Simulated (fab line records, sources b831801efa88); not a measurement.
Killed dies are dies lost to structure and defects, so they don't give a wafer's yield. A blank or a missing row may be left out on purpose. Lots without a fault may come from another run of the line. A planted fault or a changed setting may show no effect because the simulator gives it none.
Which tool did it? | flow sky130 | 6 lots, 18 wafers sampled, at 2 steps of a route of 708

WHAT THE GAUGES READ, wafer by wafer
SKY_CONTACT_OVL_MEAS_15.
lot  | measured     | on         | CONTACT_OVL (nm)
L924 | day 33 14:30 | overlay-02 | 4 7 2
L927 | day 34 01:18 | overlay-02 | 7 0 2
L931 | day 35 16:54 | overlay-02 | -8 -9 5
L937 | day 37 05:30 | overlay-02 | -5 -9 0
L939 | day 37 18:43 | overlay-02 | -6 -8 -6
L940 | day 38 10:49 | overlay-02 | -2 -4 2

WHICH TOOL RAN EACH LOT (tool, then ch and the chambers of the sampled wafers, then the start)
lot  | SKY_SD_N_RTA_14
L924 | rtp_anneal-01 ch 0, day 30 00:05
L927 | rtp_anneal-01 ch 0, day 30 11:32
L931 | rtp_anneal-02 ch 0, day 32 04:46
L937 | rtp_anneal-02 ch 0, day 33 18:23
L939 | rtp_anneal-02 ch 0, day 34 08:14
L940 | rtp_anneal-02 ch 0, day 35 00:41
- SKY_SD_N_RTA_14: time 2 s.

THE ANSWER, worked out from the rows above alone
Rule: what is usual is taken from the lots themselves. Put in order of their means at a reading, lots are off if they are a third of the lots or fewer, leave a main group of 4 or more, and stand apart from it by a gap of 3 or more times the standard deviation of the main group's means; of several such gaps the widest counts. A main group whose means are all the same, to the digits that the tables above print for the reading, isn't used. A lot without any number at a reading at which 4 lots or more have one is off too. The other lots that the step has rows for count as sound.
No lot is off at any reading shown: from this, nothing can be told.

WHAT THE SIMULATOR HAD PUT IN
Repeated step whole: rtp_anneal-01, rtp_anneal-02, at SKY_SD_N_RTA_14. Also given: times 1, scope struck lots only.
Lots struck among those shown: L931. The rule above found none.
